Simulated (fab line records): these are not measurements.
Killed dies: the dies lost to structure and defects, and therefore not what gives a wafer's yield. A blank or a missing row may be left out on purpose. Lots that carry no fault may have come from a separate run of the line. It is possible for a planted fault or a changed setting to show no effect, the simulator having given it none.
One fault seen from 2 desks -- flow sky130 -- what lay behind the numbers comes last; until then each desk has only its own

METROLOGY DESK
Lot by lot, what the gauges showed, no matter which tool ran the lot: averages of those sampled wafers that carry a number. If a lot's mean is further than 4 standard deviations from the usual mean, the lot is out of limits and carries the mark OUT (the distance appears in the brackets).
Columns: A = LDD_N_OVL at SKY_LDD_N_OVL_MEAS_07, usual -0.4 nm; B = LDD_LDN_OVL at SKY_LDD_LDN_OVL_MEAS_07, usual -0.1 nm; C = RES_XHIGH_TW at SKY_RES_XHIGH_TW_MEAS_09, usual 1631
lot,first seen here,A,B,C
L551,day 18 12:28,-2.1,0.1,1637
L553,day 19 07:58,-0.2,0.0,1627
L555,day 19 23:56,0.1,0.8,1644
L556,day 20 10:01,-4.2,-0.3,1651
L558,day 21 04:31,-1.2,-2.9,1632
L560,day 21 19:10,-3.4,1.0,1629
L561,day 22 02:34,-1.6,-1.1,1638
L562,day 22 15:58,1.1,-1.1,1640
L564,day 23 12:49,-1.6,-0.9,1627
L567,day 24 04:43,-1.0,1.3,1630
L571,day 25 10:49,0.7,-,1898 (+22) OUT
L572,day 25 18:37,1.4,-,1904 (+23) OUT
L573,day 26 07:19,-1.9,-0.9,1616
L574,day 26 16:31,-2.5,-0.2,1629
Finding of this desk: L571, L572 out of limits, first seen on L571 at day 33 22:34 (RES_XHIGH_TW at SKY_RES_XHIGH_TW_MEAS_09). L551, L553, L555, L556, L558, L560, L561, L562, L564, L567, L573, L574: within limits.

AT THE TOOL OWNER'S DESK: litho_track-04
The tool's own readings at SKY_LDD_LDN_COAT_02 (resist thk 1140 nm): means of the sampled wafers that have a number, for each lot that ran on this tool. If a lot's mean is further than 4 standard deviations from the usual mean, the lot is out of limits and carries the mark OUT (the distance appears in the brackets).
Columns: A = chill_plate_temp_C at SKY_LDD_LDN_COAT_02, usual 22.99 C; B = dispense_pressure_kPa at SKY_LDD_LDN_COAT_02, usual 48 kPa
lot,first seen here,A,B
L555,day 24 12:31,23.13,51
L560,day 26 05:25,22.88,51
L562,day 27 01:49,22.96,51
L564,day 27 20:59,23.14,51
L574,day 30 22:20,23.02,51
Finding of this desk: none of the 5 lots has anything out of limits.

PUT TOGETHER
At day 33 22:34 the metrology desk could have sounded an alarm, on L571, L572.
The tool owner's desk saw nothing out of limits.
The tool owner's desk has no number on record for L571, L572.
All the named lots went through SKY_LDD_LDN_COAT_02 on litho_track-04.

WHAT THE SIMULATOR HAD PUT IN
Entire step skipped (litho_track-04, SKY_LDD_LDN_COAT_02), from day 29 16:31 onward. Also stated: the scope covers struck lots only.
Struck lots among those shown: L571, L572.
Hours from the fault's start to each desk's first reading out of limits: the metrology desk, 102.
